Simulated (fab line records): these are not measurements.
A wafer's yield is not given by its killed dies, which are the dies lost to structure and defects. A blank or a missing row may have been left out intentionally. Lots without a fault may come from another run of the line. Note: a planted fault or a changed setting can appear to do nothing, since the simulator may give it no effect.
The tool behind it: which one? || flow gf180mcu || Sampling: 12 lots, 36 wafers, 3 of 602 route steps

== WHAT THE GAUGES READ, wafer by wafer ==
GF_V2_THK_MEAS_25: measures by xrf.
{"lot": "L075", "measured": "day 20 13:58", "on": "film_metro-04", "V2_W_THK (nm)": "345 356 342"}
{"lot": "L077", "measured": "day 21 12:46", "on": "film_metro-01", "V2_W_THK (nm)": "351 348 346"}
{"lot": "L079", "measured": "day 22 06:41", "on": "film_metro-03", "V2_W_THK (nm)": "370 344 349"}
{"lot": "L081", "measured": "day 22 22:04", "on": "film_metro-04", "V2_W_THK (nm)": "352 344 353"}
{"lot": "L083", "measured": "day 23 19:10", "on": "film_metro-01", "V2_W_THK (nm)": "351 346 342"}
{"lot": "L085", "measured": "day 24 01:58", "on": "film_metro-04", "V2_W_THK (nm)": "342 357 345"}
{"lot": "L087", "measured": "day 25 00:21", "on": "film_metro-01", "V2_W_THK (nm)": "349 349 347"}
{"lot": "L089", "measured": "day 25 19:14", "on": "film_metro-03", "V2_W_THK (nm)": "350 369 346"}
{"lot": "L091", "measured": "day 26 15:19", "on": "film_metro-01", "V2_W_THK (nm)": "353 344 346"}
{"lot": "L093", "measured": "day 27 12:05", "on": "film_metro-01", "V2_W_THK (nm)": "355 350 356"}
{"lot": "L095", "measured": "day 27 16:58", "on": "film_metro-01", "V2_W_THK (nm)": "371 369 348"}
{"lot": "L097", "measured": "day 28 05:22", "on": "film_metro-03", "V2_W_THK (nm)": "352 358 346"}

== TOOL THAT RAN EACH LOT (tool first, then ch and the chambers of the sampled wafers, then the start) ==
{"lot": "L075", "GF_V1_CVD_23": "cvd_w-01 ch 0,1, day 18 10:29", "GF_V2_ETCH_17": "rie_diel-02 ch 0,1,3, day 20 13:58 or earlier"}
{"lot": "L077", "GF_V1_CVD_23": "cvd_w-01 ch 1, day 19 08:22", "GF_V2_ETCH_17": "rie_diel-02 ch 0,1, day 21 12:46 or earlier"}
{"lot": "L079", "GF_V1_CVD_23": "cvd_w-02 ch 0,1, day 20 03:26", "GF_V2_ETCH_17": "rie_diel-03 ch 0,1,3, day 22 06:41 or earlier"}
{"lot": "L081", "GF_V1_CVD_23": "cvd_w-02 ch 0,1, day 20 19:52", "GF_V2_ETCH_17": "rie_diel-01 ch 2,3, day 22 22:04 or earlier"}
{"lot": "L083", "GF_V1_CVD_23": "cvd_w-02 ch 0,1, day 21 18:02", "GF_V2_ETCH_17": "rie_diel-01 ch 1,2, day 23 19:10 or earlier"}
{"lot": "L085", "GF_V1_CVD_23": "cvd_w-02 ch 0,1, day 22 01:19", "GF_V2_ETCH_17": "rie_diel-01 ch 0,1, day 24 01:58 or earlier"}
{"lot": "L087", "GF_V1_CVD_23": "cvd_w-02 ch 0,1, day 23 00:23", "GF_V2_ETCH_17": "rie_diel-03 ch 1,2, day 25 00:21 or earlier"}
{"lot": "L089", "GF_V1_CVD_23": "cvd_w-01 ch 0,1, day 23 20:23", "GF_V2_ETCH_17": "rie_diel-01 ch 0,1,2, day 25 19:14 or earlier"}
{"lot": "L091", "GF_V1_CVD_23": "cvd_w-01 ch 0,1, day 24 17:28", "GF_V2_ETCH_17": "rie_diel-01 ch 0,1,3, day 26 15:19 or earlier"}
{"lot": "L093", "GF_V1_CVD_23": "cvd_w-02 ch 0,1, day 25 14:46", "GF_V2_ETCH_17": "rie_diel-01 ch 2,3, day 27 12:05 or earlier"}
{"lot": "L095", "GF_V1_CVD_23": "cvd_w-01 ch 0,1, day 25 20:50", "GF_V2_ETCH_17": "rie_diel-03 ch 1,2,3, day 27 16:58 or earlier"}
{"lot": "L097", "GF_V1_CVD_23": "cvd_w-01 ch 0,1, day 26 10:11", "GF_V2_ETCH_17": "rie_diel-01 ch 0,1,2, day 28 05:22 or earlier"}
- GF_V1_CVD_23: deposits W, target thk 350 nm, time 105.05 s.
- GF_V2_ETCH_17: etches SiO2 in C4F8/O2/Ar, stops on TiN, target depth 630 nm.

== THE ANSWER, worked out from the rows above alone ==
Rule: usual is defined by the lots themselves. The widest of any qualifying gaps counts: lots, ordered by their means at a reading, are off when they make up no more than a third of the lots, leave a main group of 4 or more, and stand apart from it by 3 or more times the standard deviation of that group's means. A main group is skipped when, at the precision printed for the reading in the tables above, its means are all equal. Also off: a lot with no number at a reading for which 4 or more lots have one. Any other lot the step has rows for is counted as sound.
Nothing can be told from this: no lot is off at any reading shown.

== WHAT THE SIMULATOR HAD PUT IN ==
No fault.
